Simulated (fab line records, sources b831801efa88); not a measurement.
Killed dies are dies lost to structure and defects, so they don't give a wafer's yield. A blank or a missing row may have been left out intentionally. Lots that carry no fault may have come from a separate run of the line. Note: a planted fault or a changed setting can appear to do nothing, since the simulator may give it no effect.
What tool caused it?	flow gf180mcu	39 wafers from 13 lots sampled at 4 of the route's 602 steps

== WHAT THE GAUGES SHOWED, per wafer ==
GF_NSD_TW_MEAS_12.
lot	measured	on	NSD_TW
L757	day 13 15:55	film metro-04	4287 4302 4313
L759	day 14 01:37	film metro-02	4301 4294 4300
L758	day 14 07:55	film metro-01	4258 4258 4273
L761	day 14 19:13	film metro-02	4312 4319 4290
L762	day 15 17:28	film metro-04	4277 4262 4285
L764	day 16 02:05	film metro-02	4333 4323 4322
L765	day 16 07:34	film metro-04	4318 4307 4326
L767	day 17 02:27	film metro-04	4306 4293 4305
L769	day 17 17:25	film metro-04	4298 4282 4287
L770	day 18 02:22	film metro-04	4299 4309 4284
L771	day 18 09:02	film metro-01	4262 4281 4283
L778	day 21 03:04	film metro-04	4297 4287 4276
L779	day 21 06:46	film metro-01	4258 4227 4237

GF_PSD_TW_MEAS_11.
lot	measured	on	PSD_TW
L757	day 14 13:05	film metro-01	3185 3188 3171
L759	day 14 21:58	film metro-02	3207 3200 3215
L758	day 15 04:34	film metro-01	3182 3183 3183
L761	day 15 17:19	film metro-02	3224 3241 3238
L762	day 16 15:56	film metro-04	3213 3209 3203
L764	day 17 01:11	film metro-02	3240 3236 3232
L765	day 17 06:45	film metro-01	3180 3194 3187
L767	day 18 02:25	film metro-01	3190 3177 3174
L769	day 18 17:45	film metro-01	3192 3189 3192
L770	day 19 01:55	film metro-02	3274 3299 3279
L771	day 19 10:02	film metro-01	3189 3177 3158
L778	day 22 02:59	film metro-04	3189 3189 3192
L779	day 22 06:16	film metro-04	3204 3192 3185

GF_SAB_OVL_MEAS_10.
lot	measured	on	SAB_OVL (nm)
L757	day 15 10:30	overlay-01	-0.9 0.0 0.4
L759	day 15 19:31	overlay-01	-0.1 1.5 4.1
L758	day 16 02:19	overlay-02	1.4 0.1 0.9
L761	day 16 15:56	overlay-01	2.6 1.7 5.0
L762	day 17 15:28	overlay-01	2.0 3.7 0.8
L764	day 18 00:25	overlay-02	-0.5 0.4 -2.9
L765	day 18 06:22	overlay-01	-0.1 2.6 0.5
L767	day 19 02:20	overlay-01	-1.2 -1.0 0.2
L769	day 19 18:46	overlay-02	1.5 -0.1 1.9
L770	day 20 02:38	overlay-02	2.1 3.2 -0.1
L771	day 20 10:16	overlay-02	-0.4 1.3 0.9
L778	day 23 02:16	overlay-02	-1.1 0.6 -2.4
L779	day 23 06:11	overlay-01	0.1 2.7 0.6

== TOOL THAT RAN EACH LOT (tool first, then ch and the chambers of the sampled wafers, then the start) ==
lot	GF_PSD_STRIP_10
L757	plasma asher-04 ch 0,1, day 14 13:01
L759	plasma asher-04 ch 0,1, day 14 21:52
L758	plasma asher-03 ch 0,1, day 15 04:28
L761	plasma asher-01 ch 0,1, day 15 17:12
L762	plasma asher-01 ch 0,1, day 16 15:49
L764	plasma asher-03 ch 0,1, day 17 01:04
L765	plasma asher-03 ch 0,1, day 17 06:39
L767	plasma asher-01 ch 0,1, day 18 02:19
L769	plasma asher-03 ch 0,1, day 18 17:39
L770	plasma asher-04 ch 0,1, day 19 01:50
L771	plasma asher-04 ch 0,1, day 19 09:55
L778	plasma asher-03 ch 0,1, day 22 02:52
L779	plasma asher-03 ch 0,1, day 22 06:11
- GF_PSD_STRIP_10: strips in O2/N2.

== AS READ BY THE TOOLS THEMSELVES (means over the sampled wafers that have a number; for cases with no such wafer, the mark the record gives instead) ==
GF_PSD_STRIP_10.
lot	tool	drypump motor current A (A)	heater power w (W)	oes product au (a.u.)	strip time to endpoint s (s)
L757	plasma asher-04	5.0	366	0.592	16.57
L759	plasma asher-04	5.2	347	0.595	16.50
L758	plasma asher-03	6.1	316	0.597	16.53
L761	plasma asher-01	6.0	320	0.584	16.53
L762	plasma asher-01	6.0	315	0.597	16.49
L764	plasma asher-03	6.1	345	0.588	16.49
L765	plasma asher-03	6.1	344	0.592	16.51
L767	plasma asher-01	5.7	319	0.595	16.56
L769	plasma asher-03	6.1	341	0.717	-
L770	plasma asher-04	5.1	369	0.594	16.50
L771	plasma asher-04	5.1	371	0.598	16.48
L778	plasma asher-03	6.1	346	0.591	16.53
L779	plasma asher-03	6.1	341	0.586	16.51

== THE ANSWER, worked out from the rows above alone ==
Rule: the usual values come from the lots themselves. The widest of any qualifying gaps counts: lots, ordered by their means at a reading, are off when they make up no more than a third of the lots, leave a main group of 4 or more, and stand apart from it by 3 or more times the standard deviation of that group's means. Not used: any main group whose means are identical at the precision the tables above print for the reading. A lot without any number at a reading at which 4 lots or more have one is off too. Any other lot the step has rows for is counted as sound. After the gauges, taken in route order, come the tools' own readings; for these a lot's mean is taken, as printed above. At the first step where some lot is off, the reading lying furthest off is the one used; lots without a number count as furthest.
Off: L769 (GF_PSD_STRIP_10, strip time to endpoint s). Without a number there: L769. For the main group the mean is 16.52 s and the standard deviation 0.027.
If a tool, at that step or one of the process steps before it, ran each lot that is off and ran no sound lot following the first of them, it fits. Not one of the candidates tried fits.

== WHAT WAS PUT IN BY THE SIMULATOR ==
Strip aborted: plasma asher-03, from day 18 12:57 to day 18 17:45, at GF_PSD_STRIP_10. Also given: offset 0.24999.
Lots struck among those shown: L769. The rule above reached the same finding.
